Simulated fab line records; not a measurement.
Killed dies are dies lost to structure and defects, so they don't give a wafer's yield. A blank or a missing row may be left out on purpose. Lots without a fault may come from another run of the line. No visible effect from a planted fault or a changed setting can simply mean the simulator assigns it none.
The same fault as seen by 2 desks || flow gf180mcu || numbers are kept per desk, each desk with only its own; the story behind them comes last

## AT THE METROLOGY DESK
What the gauges read for every lot (on any tool): the sampled wafers with a number, averaged. A lot is out of limits, marked OUT, if its mean lies more than 4 standard deviations from the usual mean; the brackets give that distance.
Columns: A = cd-nm at GF_V4_CD_MEAS_14, usual 259.8 nm
{"lot": "L434", "first seen here": "day 24 10:08", "A": 258.7}
{"lot": "L435", "first seen here": "day 24 18:46", "A": 259.1}
{"lot": "L436", "first seen here": "day 25 04:31", "A": 259.4}
{"lot": "L437", "first seen here": "day 25 13:25", "A": 260.2}
{"lot": "L438", "first seen here": "day 25 21:17", "A": 259.4}
{"lot": "L439", "first seen here": "day 26 07:37", "A": 258.7}
{"lot": "L440", "first seen here": "day 26 15:08", "A": 262.6}
{"lot": "L441", "first seen here": "day 27 05:46", "A": 261.4}
{"lot": "L449", "first seen here": "day 29 06:05", "A": 257.5}
{"lot": "L450", "first seen here": "day 29 12:55", "A": 258.3}
{"lot": "L453", "first seen here": "day 30 07:47", "A": 258.1}
{"lot": "L454", "first seen here": "day 30 17:52", "A": 259.0}
{"lot": "L456", "first seen here": "day 31 04:46", "A": 259.7}
Result from this desk: across the 13 lots, nothing is out of limits.

## DESK OF THE TOOL OWNER: pvd-sputter-01
The tool's own readings at GF_M3_SPUTTER_00 (material Ti, target thk 37.5 nm, time 150 s): means of the sampled wafers that have a number, for each lot that ran on this tool. A lot is out of limits, marked OUT, if its mean lies more than 4 standard deviations from the usual mean; the brackets give that distance.
Columns: A = throttle-valve-pct at GF_M3_SPUTTER_00, usual 29.8 %
{"lot": "L449", "first seen here": "day 25 17:15", "A": 30.4}
{"lot": "L450", "first seen here": "day 26 01:26", "A": 30.1}
Result from this desk: across the 2 lots, nothing is out of limits.

## BROUGHT TOGETHER
The metrology desk saw nothing out of limits.
The tool owner's desk saw nothing out of limits.

## WHAT THE SIMULATOR PUT IN
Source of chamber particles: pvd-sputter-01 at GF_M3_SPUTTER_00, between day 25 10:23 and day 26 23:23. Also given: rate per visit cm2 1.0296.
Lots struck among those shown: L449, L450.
